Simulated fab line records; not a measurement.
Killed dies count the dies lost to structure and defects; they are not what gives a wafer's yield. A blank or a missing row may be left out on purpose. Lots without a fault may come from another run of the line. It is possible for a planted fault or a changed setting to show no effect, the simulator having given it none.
Problem report, 8D (eight disciplines) form, completed by code -- flow gf180mcu -- the parts of the form that need people (team, actions taken, sign-off) are left out

== 1. THE PROBLEM ==
Across 2 wafers from 2 lots, LVPWELL_RS at GF_VT_IMPLANT_RS_MEAS_48 averages 1232 ohm/sq, while fault-free wafers read 1197 ohm/sq with a standard deviation of 3.4. That puts it +10 standard deviations away from the usual mean.
The step: measures by four-point-probe.
Seen first at day 12 01:53 on film_metro-02, wafer L137.5. At this step, 34 wafers from 12 lots have a number in the record. Rule for "out", or "out of limits": more than 4 standard deviations from the usual mean. The rest of the wafers with a number are treated as sound.

== 2. WHAT IT IS; WHAT IT IS NOT ==
question,is,is not
which readings at this step,LVPWELL_RS,-
which lots,"L137, L138","L122, L123, L125, L127, L128, L129, L131, L143, L144, L145"
which wafers of those lots,"L137.5, L138.3","L137.2, L138.6"
read on which gauges,"film_metro-02, film_metro-04",film_metro-01
when,from day 12 01:53,"up to then (22 sound wafers); but 10 sound wafers of L138, L143, L144, L145 came after"

== 3. THE SUSPECTS, EACH WITH WHAT RULES IT OUT ==
Counting: a tool at a process step up to the reading stays a suspect if it ran every lot that is out. Sound lots after the first of them don't rule it out here, since some wafers of a struck lot are sound.
- the gauge at GF_VT_IMPLANT_RS_MEAS_48: ruled out. Those wafers that are out were read across 2 gauges (film_metro-02, film_metro-04).
- rie_si-01 at GF_STI_ETCH_14 (etches Si in HBr/Cl2/O2, target depth 360 nm, time 102.9 s): kept. Every lot that is out went through it, the first being L137 (day 5 07:42); the last sound lot it ran before that was L129 (day 3 14:16).
- implanter-02 at GF_LVPWELL_IMPLANT_09: kept. Every lot that is out went through it, the first being L137 (day 7 11:51); the last sound lot it ran before that was L131 (day 6 02:00).
- plasma_asher-01 at GF_MVSD_STRIP_10 (strips in O2/N2): kept. Every lot that is out went through it, the first being L137 (day 8 05:19); the last sound lot it ran before that was L128 (day 6 00:22).
- rie_si-01, GF_STI_ETCH_14: wafers that are out in chamber 0, sound lot-mates in chambers 2, 3.
Still standing after the count: rie_si-01 at GF_STI_ETCH_14, implanter-02 at GF_LVPWELL_IMPLANT_09, plasma_asher-01 at GF_MVSD_STRIP_10.

== 4. THE CAUSE (what the simulator had put in) ==
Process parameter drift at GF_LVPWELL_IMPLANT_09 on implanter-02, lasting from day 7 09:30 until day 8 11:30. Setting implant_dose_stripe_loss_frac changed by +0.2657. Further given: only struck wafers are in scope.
Counting left 3 suspects, and this tool is among them.

== 5. THE CHAIN OF EFFECTS, in route order ==
Each row: a reading where the mean over the struck wafers with a number is more than 3 standard deviations away from the usual. Only readings for which the record gives a usual standard deviation are gone through. hours: the time from each lot's start at the first step in this table that gives one to its start at this step, as a median over the lots. sigmas: the change in usual standard deviations.
hours,step,reading,usual,on struck wafers,change,sigmas
0,GF_VT_IMPLANT_RS_MEAS_48,LVPWELL_RS,1197 ohm/sq,1232,+36,+10

== 6. WHAT WOULD HAVE CAUGHT IT SOONER ==
The first out-of-limits reading at a measuring or inspecting step in this record came at day 12 01:53, 112 hours after the fault's start at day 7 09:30.
An alarm limit of 4 standard deviations would not have fired on the tool readings at GF_LVPWELL_IMPLANT_09 for which the record gives a usual standard deviation, since none of them was out on any struck wafer.
By day 12 01:53, every lot that is out (2) had started GF_LVPWELL_IMPLANT_09 on implanter-02. Had the tool been put on hold then, not one of them would have been saved.
